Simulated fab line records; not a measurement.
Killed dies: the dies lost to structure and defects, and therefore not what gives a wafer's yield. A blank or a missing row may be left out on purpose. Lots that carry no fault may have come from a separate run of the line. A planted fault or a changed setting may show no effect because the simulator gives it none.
Which of the tools did it? | flow gf180mcu | at 1 step of a route of 602, 7 lots with 21 wafers sampled

## WHAT THE GAUGES READ, wafer by wafer
GF_MVSD_TW_MEAS_11.
lot  | measured    | on            | MVSD_TW
L526 | day 4 18:50 | film_metro-02 | 1573 1575 1571
L529 | day 5 14:17 | film_metro-03 | 1552 1560 1560
L532 | day 6 06:19 | film_metro-02 | 1566 1565 1566
L536 | day 7 08:29 | film_metro-04 | 1596 1594 1591
L538 | day 7 18:02 | film_metro-03 | 1555 1555 1554
L542 | day 8 15:35 | film_metro-03 | 1550 1555 1552
L547 | day 9 21:32 | film_metro-04 | 1593 1599 1591

## TOOL THAT RAN EACH LOT (tool first, then ch and the chambers of the sampled wafers, then the start)
The record holds no process step before these readings.

## THE ANSWER, worked out from the rows above alone
Rule: the lots themselves supply what counts as usual. The widest of any qualifying gaps counts: lots, ordered by their means at a reading, are off when they make up no more than a third of the lots, leave a main group of 4 or more, and stand apart from it by 3 or more times the standard deviation of that group's means. The tables above print the reading to a certain number of digits; a main group whose means all agree to those digits is not used. Also off: a lot with no number at a reading for which 4 or more lots have one. The other lots that the step has rows for count as sound.
Across all readings shown, no lot is off: no conclusion can be drawn from this.

## WHAT THE SIMULATOR HAD PUT IN
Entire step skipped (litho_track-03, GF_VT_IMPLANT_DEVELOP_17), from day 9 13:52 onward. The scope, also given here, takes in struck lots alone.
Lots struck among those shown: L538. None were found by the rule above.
